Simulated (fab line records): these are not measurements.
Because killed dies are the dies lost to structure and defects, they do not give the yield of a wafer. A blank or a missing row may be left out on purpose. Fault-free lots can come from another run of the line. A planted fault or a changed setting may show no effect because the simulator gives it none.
What tool caused it?	flow gf180mcu	14 lots, 40 wafers sampled, at 4 steps of a route of 602

WHAT THE GAUGES READ, wafer by wafer
GF_HV_LDD_TW_MEAS_50. Usual: HV_LDD_4_TW gives 566 (standard deviation 4.9).
lot	measured	on	HV_LDD_4_TW	flag
L606	day 12 08:26	film metro-04	560 559 564	
L607	day 12 20:07	film metro-02	566 569 571	
L608	day 13 05:20	film metro-03	565 569 563	
L609	day 13 13:20	film metro-03	563 564 560	
L613	day 14 18:12	film metro-04	560 558	
L615	day 15 09:05	film metro-02	568 571 567	
L616	day 15 18:31	film metro-04	562 560 562	
L617	day 16 00:17	film metro-03	564 567	
L621	day 17 16:14	film metro-03	563 566 565	
L624	day 18 13:39	film metro-03	565 567 561	
L625	day 19 00:28	film metro-02	573 571 573	
L626	day 19 05:56	film metro-02	574 574 571	
L627	day 19 10:08	film metro-04	563 560 561	
L628	day 19 22:38	film metro-04	561 563 562	

GF_NSD_TW_MEAS_12. Usual: NSD_TW gives 4269 (standard deviation 39).
lot	measured	on	NSD_TW	flag
L606	day 13 07:32	film metro-01	4309 4287 4295	
L607	day 13 19:38	film metro-01	4307 4326 4317	
L608	day 14 06:16	film metro-01	4295 4314 4301	
L609	day 14 14:31	film metro-02	4246 4241 4244	
L613	day 15 19:28	film metro-01	4288 4328	
L615	day 16 10:09	film metro-03	4244 4224 4222	
L616	day 16 20:27	film metro-03	4183 4195 4184	
L617	day 17 02:03	film metro-02	4275 4279	
L621	day 18 20:04	film metro-02	4262 4260 4252	
L624	day 19 17:31	film metro-03	4214 4192 4194	
L625	day 20 04:10	film metro-02	4257 4274 4242	
L626	day 20 09:16	film metro-01	4323 4324 4330	
L627	day 20 13:59	film metro-01	4312 4316 4299	
L628	day 21 02:24	film metro-02	4254 4264 4279	

GF_SAB_THK_MEAS_01. Usual: SAB_CVD_00_THK gives 50.0 nm (standard deviation 0.75).
lot	measured	on	SAB_CVD_00_THK (nm)	flag
L606	day 14 04:35	film metro-04	49.7 50.5 50.5	
L607	day 14 17:07	film metro-04	48.5 49.2 49.3	
L608	day 15 04:05	film metro-02	49.4 50.1 49.2	
L609	day 15 12:32	film metro-04	49.7 48.4 50.8	
L613	day 16 18:43	film metro-01	62.6 50.9	OFF
L615	day 17 09:34	film metro-02	49.9 50.0 50.5	
L616	day 17 20:42	film metro-01	49.6 62.7 51.7	OFF
L617	day 18 01:51	film metro-01	61.5 50.3	OFF
L621	day 19 21:01	film metro-01	49.9 50.1 50.0	
L624	day 20 17:52	film metro-04	50.1 51.1 50.0	
L625	day 21 04:31	film metro-02	49.4 48.9 50.9	
L626	day 21 10:10	film metro-04	50.4 50.3 50.0	
L627	day 21 14:17	film metro-04	48.7 48.7 49.9	
L628	day 22 03:20	film metro-01	49.4 49.0 49.8	

WHAT TOOL EACH LOT RAN ON (gives the tool, then ch and the chambers of the sampled wafers, and finally the start)
lot	GF_SAB_CVD_00
L606	pecvd-01 ch 1,2, day 14 04:34
L607	pecvd-01 ch 0,2, day 14 17:04
L608	pecvd-02 ch 0,2, day 15 04:04
L609	pecvd-04 ch 1,2, day 15 12:31
L613	pecvd-04 ch 0,1, day 16 18:41
L615	pecvd-02 ch 0,2, day 17 09:32
L616	pecvd-04 ch 0,1,2, day 17 20:41
L617	pecvd-04 ch 2, day 18 01:49
L621	pecvd-02 ch 0,1,2, day 19 20:58
L624	pecvd-04 ch 1,2, day 20 17:49
L625	pecvd-01 ch 0,1,2, day 21 04:28
L626	pecvd-04 ch 1,2, day 21 10:07
L627	pecvd-01 ch 0,2, day 21 14:16
L628	pecvd-02 ch 0,1,2, day 22 03:19
- GF_SAB_CVD_00: deposits SiO2 from TEOS, target thk 50 nm, time 4.9302 s.

WHAT THE TOOLS THEMSELVES READ (means of the sampled wafers that have a number; where no wafer has one, the mark that the record gives instead)
GF_SAB_CVD_00. Usual: heater power w at 635 W, with a standard deviation of 130.
lot	tool	heater power w (W)	flag
L606	pecvd-01	585	
L607	pecvd-01	615	
L608	pecvd-02	888	
L609	pecvd-04	641	
L613	pecvd-04	572	
L615	pecvd-02	835	
L616	pecvd-04	556	
L617	pecvd-04	640	
L621	pecvd-02	751	
L624	pecvd-04	559	
L625	pecvd-01	626	
L626	pecvd-04	611	
L627	pecvd-01	589	
L628	pecvd-02	751	

THE ANSWER, worked out from the rows above alone
Rule: a lot counts as off when the mean over its wafers that have a number is more than 3 standard deviations away from the usual mean. Also off: a lot with no number at a reading for which 4 or more lots have one. Any other lot the step has rows for is counted as sound. The gauges are gone through in route order, then the tools' own readings, and for those a lot's mean is taken as printed above. At the first step where some lot is off, the reading lying furthest off is the one used; lots without a number count as furthest.
Off: at GF_SAB_THK_MEAS_01 (SAB_CVD_00_THK), L613, L616, L617.
A tool fits if, at a process step before that reading, it ran every lot that is off, and no sound lot after the first of them. Gauges at GF_SAB_THK_MEAS_01: tried the same way as those tools. Of those tried, none fits.

WHAT WAS PUT IN BY THE SIMULATOR
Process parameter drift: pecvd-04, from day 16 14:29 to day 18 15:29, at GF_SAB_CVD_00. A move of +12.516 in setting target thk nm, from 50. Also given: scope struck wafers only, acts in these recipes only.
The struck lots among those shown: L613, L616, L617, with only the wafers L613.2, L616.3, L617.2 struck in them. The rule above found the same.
